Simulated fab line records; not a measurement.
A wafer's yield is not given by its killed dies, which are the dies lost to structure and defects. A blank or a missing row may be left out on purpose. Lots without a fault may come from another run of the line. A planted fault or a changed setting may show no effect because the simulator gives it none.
The tool behind it: which one? | flow sky130 | Sampling: 11 lots, 33 wafers, 4 of 708 route steps

WHAT EACH GAUGE READ, for each wafer
SKY_CAP2M_THK_MEAS_01.
lot  | measured     | on            | CAP2M_CVD_00_THK (nm)
L537 | day 40 11:52 | film-metro-04 | 15.39 15.63 15.81
L540 | day 41 12:31 | film-metro-01 | 15.62 15.71 15.89
L541 | day 41 21:13 | film-metro-02 | 15.18 15.18 15.61
L543 | day 42 10:36 | film-metro-01 | 15.95 15.87 15.65
L544 | day 43 00:36 | film-metro-04 | 15.51 15.50 15.97
L545 | day 43 12:47 | film-metro-04 | 15.76 15.55 16.02
L547 | day 43 18:26 | film-metro-04 | 15.58 15.57 15.75
L548 | day 44 00:59 | film-metro-01 | 15.20 15.73 15.73
L551 | day 44 13:04 | film-metro-01 | 15.62 15.55 15.76
L555 | day 45 13:26 | film-metro-04 | 15.19 15.84 15.71
L557 | day 45 23:23 | film-metro-01 | 15.77 9.68 15.57

TOOL THAT RAN EACH LOT (tool first, then ch and the chambers of the sampled wafers, then the start)
lot  | SKY_VIA3_ETCH_15                   | SKY_VIA3_STRIP_16                    | SKY_CAP2M_CVD_00
L537 | rie-diel-01 ch 1,3, day 40 10:22   | plasma-asher-04 ch 0,1, day 40 10:25 | pecvd-01 ch 0,1,2, day 40 11:50
L540 | rie-diel-04 ch 2,3, day 41 11:01   | plasma-asher-02 ch 0,1, day 41 11:04 | pecvd-03 ch 0,1,2, day 41 12:29
L541 | rie-diel-04 ch 0,2,3, day 41 19:40 | plasma-asher-01 ch 0,1, day 41 19:44 | pecvd-02 ch 0,2, day 41 21:11
L543 | rie-diel-04 ch 0,2,3, day 42 09:02 | plasma-asher-01 ch 0,1, day 42 09:08 | pecvd-03 ch 0,1,2, day 42 10:34
L544 | rie-diel-04 ch 0,2,3, day 42 22:58 | plasma-asher-02 ch 0, day 42 23:02   | pecvd-03 ch 0,1,2, day 43 00:35
L545 | rie-diel-03 ch 0,1,3, day 43 11:16 | plasma-asher-02 ch 0,1, day 43 11:20 | pecvd-01 ch 0,2, day 43 12:44
L547 | rie-diel-04 ch 0,3, day 43 16:53   | plasma-asher-04 ch 0,1, day 43 16:57 | pecvd-02 ch 1, day 43 18:23
L548 | rie-diel-04 ch 2,3, day 43 23:29   | plasma-asher-02 ch 0,1, day 43 23:32 | pecvd-02 ch 1,2, day 44 00:56
L551 | rie-diel-04 ch 2,3, day 44 11:34   | plasma-asher-02 ch 0,1, day 44 11:38 | pecvd-02 ch 1,2, day 44 13:02
L555 | rie-diel-03 ch 1,3, day 45 11:56   | plasma-asher-01 ch 0,1, day 45 12:01 | pecvd-01 ch 0,1,2, day 45 13:24
L557 | rie-diel-01 ch 0,1, day 45 21:53   | plasma-asher-01 ch 0,1, day 45 21:56 | pecvd-02 ch 1,2, day 45 23:21
- SKY_VIA3_ETCH_15: etches SiO2 in C4F8/O2/Ar, stops on TiN, target depth 507 nm, time 78 s.
- SKY_VIA3_STRIP_16: strips in O2/N2.
- SKY_CAP2M_CVD_00: deposits SiO2, target thk 15.5 nm.

THE ANSWER, worked out from the rows above alone
Rule: what is usual is taken from the lots themselves. The widest of any qualifying gaps counts: lots, ordered by their means at a reading, are off when they make up no more than a third of the lots, leave a main group of 4 or more, and stand apart from it by 3 or more times the standard deviation of that group's means. A main group is skipped when, at the precision printed for the reading in the tables above, its means are all equal. A lot without any number at a reading at which 4 lots or more have one is off too. All remaining lots with rows at the step are treated as sound.
Off: L557, at SKY_CAP2M_THK_MEAS_01 (CAP2M_CVD_00_THK). The main group has a mean of 15.63 nm with a standard deviation of 0.13.
A tool fits if, at a process step before that reading, it ran every lot that is off, and no sound lot after the first of them. The gauges at SKY_CAP2M_THK_MEAS_01 are tried like those tools. Can't be told from this: 4 tools fit, rie-diel-01 at SKY_VIA3_ETCH_15, plasma-asher-01 at SKY_VIA3_STRIP_16, pecvd-02 at SKY_CAP2M_CVD_00, film-metro-01 at SKY_CAP2M_THK_MEAS_01.

WHAT WAS PUT IN BY THE SIMULATOR
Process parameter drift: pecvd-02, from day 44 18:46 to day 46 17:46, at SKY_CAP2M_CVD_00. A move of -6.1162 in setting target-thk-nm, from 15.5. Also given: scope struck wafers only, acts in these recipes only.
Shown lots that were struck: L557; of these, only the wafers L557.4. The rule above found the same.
